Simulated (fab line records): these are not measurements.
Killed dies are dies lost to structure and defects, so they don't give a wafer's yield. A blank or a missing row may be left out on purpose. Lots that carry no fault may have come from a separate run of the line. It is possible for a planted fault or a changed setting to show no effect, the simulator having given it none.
The same fault as seen by 2 desks	flow sky130	what lay behind the numbers comes last; until then each desk has only its own

DESK OF THE TOOL OWNER: litho_track-01
The tool's own readings at SKY_VIA4_SOFTBAKE_07 (time 60 s): means of the sampled wafers that have a number, for each lot that ran on this tool. The brackets show how far a lot's mean lies from the usual mean; more than 4 standard deviations puts the lot out of limits, marked OUT.
Columns: A = run_length_s at SKY_VIA4_SOFTBAKE_07, usual 89.31 s
lot	first seen here	A
L301	day 42 08:49	89.37
L311	day 45 06:58	89.38
L310	day 45 08:19	89.51
L312	day 45 18:02	89.52
L319	day 47 13:07	95.51 (+25) OUT
L322	day 48 06:08	92.36 (+12) OUT
This desk's verdict: out of limits on L319, L322, starting with L319 at day 47 13:07 (run_length_s at SKY_VIA4_SOFTBAKE_07). Within limits: L301, L311, L310, L312.

AT THE METROLOGY DESK
What the gauges read for every lot (on any tool): the sampled wafers with a number, averaged. The brackets show how far a lot's mean lies from the usual mean; more than 4 standard deviations puts the lot out of limits, marked OUT.
Columns: A = VIA2_HDPCVD_THK at SKY_VIA2_THK_MEAS_01, usual 1175 nm; B = VIA2_W_THK at SKY_VIA2_THK_MEAS_23, usual 418 nm
lot	first seen here	A	B
L301	day 35 04:14	1193	405
L303	day 36 07:02	1173	420
L304	day 36 12:49	1171	426
L305	day 37 14:56	1170	415
L306	day 37 19:11	1179	418
L308	day 38 09:23	1181	435
L311	day 38 11:38	1161	437
L310	day 38 13:27	1176	432
L312	day 38 23:40	1169	421
L313	day 39 07:20	1170	404
L314	day 39 12:26	1176	415
L319	day 41 05:23	1169	434
L322	day 41 23:56	1178	424
This desk's verdict: no lot among the 13 shows anything out of limits.

PUT TOGETHER
An alarm could have come from the tool owner's desk at day 47 13:07, on L319, L322.
From the metrology desk's view, nothing was out of limits.
The metrology desk holds a record of L319, L322, inside its limits.
Every lot named ran SKY_VIA4_SOFTBAKE_07 on litho_track-01.

WHAT THE SIMULATOR HAD INSERTED
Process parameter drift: litho_track-01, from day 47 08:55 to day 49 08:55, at SKY_VIA4_SOFTBAKE_07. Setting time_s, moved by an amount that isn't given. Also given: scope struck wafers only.
Shown lots that were struck: L319, L322.
Time in hours from fault onset to the first out-of-limits reading at each desk: the tool owner's desk, 4.
